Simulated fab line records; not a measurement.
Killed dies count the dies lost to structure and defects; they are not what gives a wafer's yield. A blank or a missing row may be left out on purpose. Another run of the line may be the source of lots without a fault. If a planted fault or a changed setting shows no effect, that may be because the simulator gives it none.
Which tool did it? || flow sky130 || 33 wafers from 11 lots sampled at 5 of the route's 708 steps

## WHAT EACH GAUGE READ, for each wafer
The record lacks any reading of a measuring or inspecting step that a usual standard deviation could be used to judge.

## WHICH TOOL RAN EACH LOT (tool, then ch and the chambers of the sampled wafers, then the start)
{"lot": "L970", "SKY_CAPM_METAL_ETCH_13": "rie-metal-02 ch 1, day 37 23:58", "SKY_VIA4_ETCH_12": "rie-diel-02 ch 0,1,3, day 43 02:37", "SKY_METAL5_SPUTTER_00": "pvd-sputter-04, day 43 04:04", "SKY_PAD_OPEN_STRIP_08": "plasma-asher-02 ch 0,1, day 46 02:19", "SKY_PAD_OPEN_PROBE_99": "prober-01, day 46 04:31"}
{"lot": "L969", "SKY_CAPM_METAL_ETCH_13": "rie-metal-04 ch 0,1, day 38 01:10", "SKY_VIA4_ETCH_12": "rie-diel-04 ch 0,1,3, day 43 07:47", "SKY_METAL5_SPUTTER_00": "pvd-sputter-01, day 43 09:09", "SKY_PAD_OPEN_STRIP_08": "plasma-asher-01 ch 0,1, day 46 06:29", "SKY_PAD_OPEN_PROBE_99": "prober-02, day 46 08:46"}
{"lot": "L973", "SKY_CAPM_METAL_ETCH_13": "rie-metal-02 ch 0,1, day 38 12:17", "SKY_VIA4_ETCH_12": "rie-diel-03 ch 0,2, day 43 14:43", "SKY_METAL5_SPUTTER_00": "pvd-sputter-01, day 43 16:08", "SKY_PAD_OPEN_STRIP_08": "plasma-asher-04 ch 0,1, day 46 13:08", "SKY_PAD_OPEN_PROBE_99": "prober-01, day 46 15:25"}
{"lot": "L975", "SKY_CAPM_METAL_ETCH_13": "rie-metal-04 ch 0,1, day 39 09:56", "SKY_VIA4_ETCH_12": "rie-diel-03 ch 0,1,2, day 44 16:18", "SKY_METAL5_SPUTTER_00": "pvd-sputter-04, day 44 17:40", "SKY_PAD_OPEN_STRIP_08": "plasma-asher-02 ch 0,1, day 47 11:50", "SKY_PAD_OPEN_PROBE_99": "prober-01, day 47 14:07"}
{"lot": "L976", "SKY_CAPM_METAL_ETCH_13": "rie-metal-04 ch 0, day 39 20:47", "SKY_VIA4_ETCH_12": "rie-diel-04 ch 2,3, day 44 20:07", "SKY_METAL5_SPUTTER_00": "pvd-sputter-03, day 44 21:29", "SKY_PAD_OPEN_STRIP_08": "plasma-asher-02 ch 0,1, day 47 14:52", "SKY_PAD_OPEN_PROBE_99": "prober-02, day 47 17:04"}
{"lot": "L977", "SKY_CAPM_METAL_ETCH_13": "rie-metal-04 ch 0, day 40 07:03", "SKY_VIA4_ETCH_12": "rie-diel-03 ch 1,2,3, day 45 09:58", "SKY_METAL5_SPUTTER_00": "pvd-sputter-04, day 45 11:34", "SKY_PAD_OPEN_STRIP_08": "plasma-asher-01 ch 0,1, day 48 02:29", "SKY_PAD_OPEN_PROBE_99": "prober-01, day 48 04:49"}
{"lot": "L978", "SKY_CAPM_METAL_ETCH_13": "rie-metal-02 ch 0,1, day 40 23:16", "SKY_VIA4_ETCH_12": "rie-diel-03 ch 2,3, day 45 22:14", "SKY_METAL5_SPUTTER_00": "pvd-sputter-04, day 45 23:37", "SKY_PAD_OPEN_STRIP_08": "plasma-asher-02 ch 0,1, day 48 11:57", "SKY_PAD_OPEN_PROBE_99": "prober-01, day 48 14:10"}
{"lot": "L983", "SKY_CAPM_METAL_ETCH_13": "rie-metal-04 ch 0,1, day 41 22:11", "SKY_VIA4_ETCH_12": "rie-diel-02 ch 0,1,3, day 46 18:20", "SKY_METAL5_SPUTTER_00": "pvd-sputter-04, day 46 21:28", "SKY_PAD_OPEN_STRIP_08": "plasma-asher-02 ch 0,1, day 49 07:43", "SKY_PAD_OPEN_PROBE_99": "prober-01, day 49 09:55"}
{"lot": "L985", "SKY_CAPM_METAL_ETCH_13": "rie-metal-02 ch 0, day 42 15:25", "SKY_VIA4_ETCH_12": "rie-diel-04 ch 0,1,2, day 47 13:25", "SKY_METAL5_SPUTTER_00": "pvd-sputter-03, day 47 15:14", "SKY_PAD_OPEN_STRIP_08": "plasma-asher-01 ch 0,1, day 49 23:51", "SKY_PAD_OPEN_PROBE_99": "prober-01, day 50 02:09"}
{"lot": "L987", "SKY_CAPM_METAL_ETCH_13": "rie-metal-03 ch 0,1, day 42 16:59", "SKY_VIA4_ETCH_12": "rie-diel-03 ch 0,1,2, day 47 15:31", "SKY_METAL5_SPUTTER_00": "pvd-sputter-01, day 47 17:38", "SKY_PAD_OPEN_STRIP_08": "plasma-asher-02 ch 0,1, day 50 00:54", "SKY_PAD_OPEN_PROBE_99": "prober-01, day 50 05:12"}
{"lot": "L991", "SKY_CAPM_METAL_ETCH_13": "rie-metal-02 ch 0,1, day 43 20:47", "SKY_VIA4_ETCH_12": "rie-diel-02 ch 0,2,3, day 48 12:36", "SKY_METAL5_SPUTTER_00": "pvd-sputter-04, day 48 13:58", "SKY_PAD_OPEN_STRIP_08": "plasma-asher-02 ch 0,1, day 50 18:29", "SKY_PAD_OPEN_PROBE_99": "prober-01, day 50 20:42"}
- SKY_CAPM_METAL_ETCH_13: etches TiN in Cl2/BCl3, stops on SiO2, target depth 220 nm, time 62.9 s.
- SKY_VIA4_ETCH_12: etches SiO2 in C4F8/O2/Ar, stops on TiN, target depth 580 nm.
- SKY_METAL5_SPUTTER_00: material Ti, target thk 15 nm, time 10 s.
- SKY_PAD_OPEN_STRIP_08: strips in O2/N2.
- SKY_PAD_OPEN_PROBE_99

## AS READ BY THE TOOLS THEMSELVES (means over the sampled wafers that have a number; for cases with no such wafer, the mark the record gives instead)
SKY_CAPM_METAL_ETCH_13. Usual: drypump-motor-current-A 6.0 A, standard deviation 0.48; oes-product-au 0.939 a.u., standard deviation 0.0081; throttle-valve-pct 21.903 %, standard deviation 0.011.
{"lot": "L970", "tool": "rie-metal-02", "drypump-motor-current-A (A)": 5.5, "oes-product-au (a.u.)": 0.935, "throttle-valve-pct (%)": 21.907, "flag": ""}
{"lot": "L969", "tool": "rie-metal-04", "drypump-motor-current-A (A)": 5.6, "oes-product-au (a.u.)": 0.949, "throttle-valve-pct (%)": 21.889, "flag": ""}
{"lot": "L973", "tool": "rie-metal-02", "drypump-motor-current-A (A)": 5.8, "oes-product-au (a.u.)": 0.941, "throttle-valve-pct (%)": 21.903, "flag": ""}
{"lot": "L975", "tool": "rie-metal-04", "drypump-motor-current-A (A)": 6.0, "oes-product-au (a.u.)": 0.939, "throttle-valve-pct (%)": 21.899, "flag": ""}
{"lot": "L976", "tool": "rie-metal-04", "drypump-motor-current-A (A)": 6.4, "oes-product-au (a.u.)": 0.934, "throttle-valve-pct (%)": 21.909, "flag": ""}
{"lot": "L977", "tool": "rie-metal-04", "drypump-motor-current-A (A)": 6.4, "oes-product-au (a.u.)": 0.951, "throttle-valve-pct (%)": 21.891, "flag": ""}
{"lot": "L978", "tool": "rie-metal-02", "drypump-motor-current-A (A)": 5.8, "oes-product-au (a.u.)": 0.938, "throttle-valve-pct (%)": 21.900, "flag": ""}
{"lot": "L983", "tool": "rie-metal-04", "drypump-motor-current-A (A)": 5.6, "oes-product-au (a.u.)": 0.939, "throttle-valve-pct (%)": 21.906, "flag": ""}
{"lot": "L985", "tool": "rie-metal-02", "drypump-motor-current-A (A)": 6.2, "oes-product-au (a.u.)": 0.939, "throttle-valve-pct (%)": 21.892, "flag": ""}
{"lot": "L987", "tool": "rie-metal-03", "drypump-motor-current-A (A)": 6.3, "oes-product-au (a.u.)": 0.935, "throttle-valve-pct (%)": 21.908, "flag": ""}
{"lot": "L991", "tool": "rie-metal-02", "drypump-motor-current-A (A)": 5.8, "oes-product-au (a.u.)": 0.934, "throttle-valve-pct (%)": 21.906, "flag": ""}

SKY_VIA4_ETCH_12. Usual: oes-product-au reads 0.926 a.u. (standard deviation 0.0048).
{"lot": "L970", "tool": "rie-diel-02", "oes-product-au (a.u.)": 0.924, "flag": ""}
{"lot": "L969", "tool": "rie-diel-04", "oes-product-au (a.u.)": 0.925, "flag": ""}
{"lot": "L973", "tool": "rie-diel-03", "oes-product-au (a.u.)": 0.921, "flag": ""}
{"lot": "L975", "tool": "rie-diel-03", "oes-product-au (a.u.)": 0.930, "flag": ""}
{"lot": "L976", "tool": "rie-diel-04", "oes-product-au (a.u.)": 0.921, "flag": ""}
{"lot": "L977", "tool": "rie-diel-03", "oes-product-au (a.u.)": 0.924, "flag": ""}
{"lot": "L978", "tool": "rie-diel-03", "oes-product-au (a.u.)": 0.925, "flag": ""}
{"lot": "L983", "tool": "rie-diel-02", "oes-product-au (a.u.)": 0.923, "flag": ""}
{"lot": "L985", "tool": "rie-diel-04", "oes-product-au (a.u.)": 0.923, "flag": ""}
{"lot": "L987", "tool": "rie-diel-03", "oes-product-au (a.u.)": 0.926, "flag": ""}
{"lot": "L991", "tool": "rie-diel-02", "oes-product-au (a.u.)": 0.927, "flag": ""}

SKY_METAL5_SPUTTER_00. Usual: throttle-valve-pct reads 29.9 % (standard deviation 1.5).
{"lot": "L970", "tool": "pvd-sputter-04", "throttle-valve-pct (%)": 31.2, "flag": ""}
{"lot": "L969", "tool": "pvd-sputter-01", "throttle-valve-pct (%)": 29.3, "flag": ""}
{"lot": "L973", "tool": "pvd-sputter-01", "throttle-valve-pct (%)": 28.8, "flag": ""}
{"lot": "L975", "tool": "pvd-sputter-04", "throttle-valve-pct (%)": 31.8, "flag": ""}
{"lot": "L976", "tool": "pvd-sputter-03", "throttle-valve-pct (%)": 29.0, "flag": ""}
{"lot": "L977", "tool": "pvd-sputter-04", "throttle-valve-pct (%)": 30.3, "flag": ""}
{"lot": "L978", "tool": "pvd-sputter-04", "throttle-valve-pct (%)": 31.0, "flag": ""}
{"lot": "L983", "tool": "pvd-sputter-04", "throttle-valve-pct (%)": 30.3, "flag": ""}
{"lot": "L985", "tool": "pvd-sputter-03", "throttle-valve-pct (%)": 28.4, "flag": ""}
{"lot": "L987", "tool": "pvd-sputter-01", "throttle-valve-pct (%)": 28.6, "flag": ""}
{"lot": "L991", "tool": "pvd-sputter-04", "throttle-valve-pct (%)": 30.2, "flag": ""}

SKY_PAD_OPEN_STRIP_08. Usual: drypump-motor-current-A 5.6 A, standard deviation 0.49; oes-product-au 0.663 a.u., standard deviation 0.0046; strip-time-to-endpoint-s 37.06 s, standard deviation 0.099.
{"lot": "L970", "tool": "plasma-asher-02", "drypump-motor-current-A (A)": 5.9, "oes-product-au (a.u.)": 0.666, "strip-time-to-endpoint-s (s)": 37.12, "flag": ""}
{"lot": "L969", "tool": "plasma-asher-01", "drypump-motor-current-A (A)": 5.1, "oes-product-au (a.u.)": 0.664, "strip-time-to-endpoint-s (s)": 37.10, "flag": ""}
{"lot": "L973", "tool": "plasma-asher-04", "drypump-motor-current-A (A)": 5.4, "oes-product-au (a.u.)": 0.663, "strip-time-to-endpoint-s (s)": 37.08, "flag": ""}
{"lot": "L975", "tool": "plasma-asher-02", "drypump-motor-current-A (A)": 6.0, "oes-product-au (a.u.)": 0.667, "strip-time-to-endpoint-s (s)": 37.19, "flag": ""}
{"lot": "L976", "tool": "plasma-asher-02", "drypump-motor-current-A (A)": 5.9, "oes-product-au (a.u.)": 0.660, "strip-time-to-endpoint-s (s)": 37.22, "flag": ""}
{"lot": "L977", "tool": "plasma-asher-01", "drypump-motor-current-A (A)": 5.5, "oes-product-au (a.u.)": 0.670, "strip-time-to-endpoint-s (s)": 37.07, "flag": ""}
{"lot": "L978", "tool": "plasma-asher-02", "drypump-motor-current-A (A)": 5.9, "oes-product-au (a.u.)": 0.662, "strip-time-to-endpoint-s (s)": 36.95, "flag": ""}
{"lot": "L983", "tool": "plasma-asher-02", "drypump-motor-current-A (A)": 6.0, "oes-product-au (a.u.)": 0.665, "strip-time-to-endpoint-s (s)": 37.11, "flag": ""}
{"lot": "L985", "tool": "plasma-asher-01", "drypump-motor-current-A (A)": 5.1, "oes-product-au (a.u.)": 0.660, "strip-time-to-endpoint-s (s)": 37.18, "flag": ""}
{"lot": "L987", "tool": "plasma-asher-02", "drypump-motor-current-A (A)": 5.9, "oes-product-au (a.u.)": 0.667, "strip-time-to-endpoint-s (s)": 37.08, "flag": ""}
{"lot": "L991", "tool": "plasma-asher-02", "drypump-motor-current-A (A)": 6.0, "oes-product-au (a.u.)": 0.661, "strip-time-to-endpoint-s (s)": 37.04, "flag": ""}

SKY_PAD_OPEN_PROBE_99. Usual: defect-limited-yield 82.5 %, standard deviation 1.9; killed_at_M0_to_M3 43, standard deviation 7.2; killed_at_M4_up 3.1, standard deviation 1.8; killed-at-contacts 24, standard deviation 5.4; killed-at-front-end 15, standard deviation 4.4; killed-at-other 0.4, standard deviation 0.56; killed-dies 86, standard deviation 9.3; killed-open 47, standard deviation 6.9; killed-short 39, standard deviation 6.6; sort_bin_3_pad_short 0.9 %, standard deviation 0.43; sort_bin_5_function 10.4 %, standard deviation 1.5; sort_bin_6_memory 6.2 %, standard deviation 1.1; sort-n-pass 406, standard deviation 9.3; sort-yield-pct 82.5 %, standard deviation 1.9.
{"lot": "L970", "tool": "prober-01", "defect-limited-yield (%)": 81.4, "killed_at_M0_to_M3": 51, "killed_at_M4_up": 2.7, "killed-at-contacts": 20, "killed-at-front-end": 18, "killed-at-other": 0.0, "killed-dies": 91, "killed-open": 52, "killed-short": 40, "sort_bin_3_pad_short (%)": 0.9, "sort_bin_5_function (%)": 11.3, "sort_bin_6_memory (%)": 6.4, "sort-n-pass": 401, "sort-yield-pct (%)": 81.4, "flag": ""}
{"lot": "L969", "tool": "prober-02", "defect-limited-yield (%)": 82.2, "killed_at_M0_to_M3": 37, "killed_at_M4_up": 4.7, "killed-at-contacts": 22, "killed-at-front-end": 24, "killed-at-other": 0.0, "killed-dies": 87, "killed-open": 51, "killed-short": 36, "sort_bin_3_pad_short (%)": 0.9, "sort_bin_5_function (%)": 11.1, "sort_bin_6_memory (%)": 5.8, "sort-n-pass": 405, "sort-yield-pct (%)": 82.2, "flag": ""}
{"lot": "L973", "tool": "prober-01", "defect-limited-yield (%)": 79.9, "killed_at_M0_to_M3": 49, "killed_at_M4_up": 4.7, "killed-at-contacts": 26, "killed-at-front-end": 19, "killed-at-other": 0.3, "killed-dies": 99, "killed-open": 51, "killed-short": 48, "sort_bin_3_pad_short (%)": 1.3, "sort_bin_5_function (%)": 12.3, "sort_bin_6_memory (%)": 6.6, "sort-n-pass": 393, "sort-yield-pct (%)": 79.9, "flag": ""}
{"lot": "L975", "tool": "prober-01", "defect-limited-yield (%)": 82.2, "killed_at_M0_to_M3": 45, "killed_at_M4_up": 3.7, "killed-at-contacts": 24, "killed-at-front-end": 14, "killed-at-other": 0.3, "killed-dies": 87, "killed-open": 53, "killed-short": 34, "sort_bin_3_pad_short (%)": 0.9, "sort_bin_5_function (%)": 10.8, "sort_bin_6_memory (%)": 6.0, "sort-n-pass": 405, "sort-yield-pct (%)": 82.2, "flag": ""}
{"lot": "L976", "tool": "prober-02", "defect-limited-yield (%)": 80.6, "killed_at_M0_to_M3": 44, "killed_at_M4_up": 4.0, "killed-at-contacts": 25, "killed-at-front-end": 22, "killed-at-other": 0.0, "killed-dies": 95, "killed-open": 53, "killed-short": 42, "sort_bin_3_pad_short (%)": 1.1, "sort_bin_5_function (%)": 11.2, "sort_bin_6_memory (%)": 7.1, "sort-n-pass": 397, "sort-yield-pct (%)": 80.6, "flag": ""}
{"lot": "L977", "tool": "prober-01", "defect-limited-yield (%)": 82.4, "killed_at_M0_to_M3": 43, "killed_at_M4_up": 3.0, "killed-at-contacts": 28, "killed-at-front-end": 11, "killed-at-other": 1.0, "killed-dies": 86, "killed-open": 47, "killed-short": 39, "sort_bin_3_pad_short (%)": 1.1, "sort_bin_5_function (%)": 10.6, "sort_bin_6_memory (%)": 5.9, "sort-n-pass": 406, "sort-yield-pct (%)": 82.4, "flag": ""}
{"lot": "L978", "tool": "prober-01", "defect-limited-yield (%)": 81.3, "killed_at_M0_to_M3": 43, "killed_at_M4_up": 2.7, "killed-at-contacts": 34, "killed-at-front-end": 13, "killed-at-other": 0.3, "killed-dies": 92, "killed-open": 54, "killed-short": 37, "sort_bin_3_pad_short (%)": 0.9, "sort_bin_5_function (%)": 12.0, "sort_bin_6_memory (%)": 5.9, "sort-n-pass": 400, "sort-yield-pct (%)": 81.3, "flag": ""}
{"lot": "L983", "tool": "prober-01", "defect-limited-yield (%)": 75.9, "killed_at_M0_to_M3": 47, "killed_at_M4_up": 4.0, "killed-at-contacts": 24, "killed-at-front-end": 14, "killed-at-other": 29.0, "killed-dies": 118, "killed-open": 48, "killed-short": 40, "sort_bin_3_pad_short (%)": 1.6, "sort_bin_5_function (%)": 14.7, "sort_bin_6_memory (%)": 7.7, "sort-n-pass": 374, "sort-yield-pct (%)": 75.9, "flag": "OFF"}
{"lot": "L985", "tool": "prober-01", "defect-limited-yield (%)": 81.2, "killed_at_M0_to_M3": 45, "killed_at_M4_up": 3.3, "killed-at-contacts": 27, "killed-at-front-end": 17, "killed-at-other": 0.7, "killed-dies": 92, "killed-open": 49, "killed-short": 43, "sort_bin_3_pad_short (%)": 0.8, "sort_bin_5_function (%)": 11.9, "sort_bin_6_memory (%)": 6.1, "sort-n-pass": 400, "sort-yield-pct (%)": 81.2, "flag": ""}
{"lot": "L987", "tool": "prober-01", "defect-limited-yield (%)": 84.0, "killed_at_M0_to_M3": 37, "killed_at_M4_up": 2.7, "killed-at-contacts": 27, "killed-at-front-end": 13, "killed-at-other": 0.0, "killed-dies": 79, "killed-open": 48, "killed-short": 30, "sort_bin_3_pad_short (%)": 0.7, "sort_bin_5_function (%)": 9.6, "sort_bin_6_memory (%)": 5.6, "sort-n-pass": 413, "sort-yield-pct (%)": 84.0, "flag": ""}
{"lot": "L991", "tool": "prober-01", "defect-limited-yield (%)": 83.0, "killed_at_M0_to_M3": 39, "killed_at_M4_up": 5.3, "killed-at-contacts": 28, "killed-at-front-end": 11, "killed-at-other": 0.7, "killed-dies": 84, "killed-open": 43, "killed-short": 40, "sort_bin_3_pad_short (%)": 0.9, "sort_bin_5_function (%)": 9.9, "sort_bin_6_memory (%)": 6.2, "sort-n-pass": 408, "sort-yield-pct (%)": 83.0, "flag": ""}

## THE ANSWER, worked out from the rows above alone
Rule: take the mean of a lot's wafers that have a number; if it is more than 3 standard deviations from the usual mean, the lot is off. A lot without any number at a reading at which 4 lots or more have one is off too. Any other lot the step has rows for is counted as sound. The gauges are gone through in route order, then the tools' own readings, and for those a lot's mean is taken as printed above. At the first step where some lot is off, the reading lying furthest off is the one used; lots without a number count as furthest.
Off: L983, at SKY_PAD_OPEN_PROBE_99 (killed-at-other).
A tool fits if, at that step or a process step before it, it ran every lot that is off, and no sound lot after the first of them. One fits: SKY_CAPM_METAL_ETCH_13 on rie-metal-04. A fault onset in the window from L977 (day 40 07:03, its last sound lot) to L983 (day 41 22:11, its first lot off) fits.

## WHAT THE SIMULATOR HAD INSERTED
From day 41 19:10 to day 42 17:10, rie-metal-04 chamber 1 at SKY_CAPM_METAL_ETCH_13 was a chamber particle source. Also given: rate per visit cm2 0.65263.
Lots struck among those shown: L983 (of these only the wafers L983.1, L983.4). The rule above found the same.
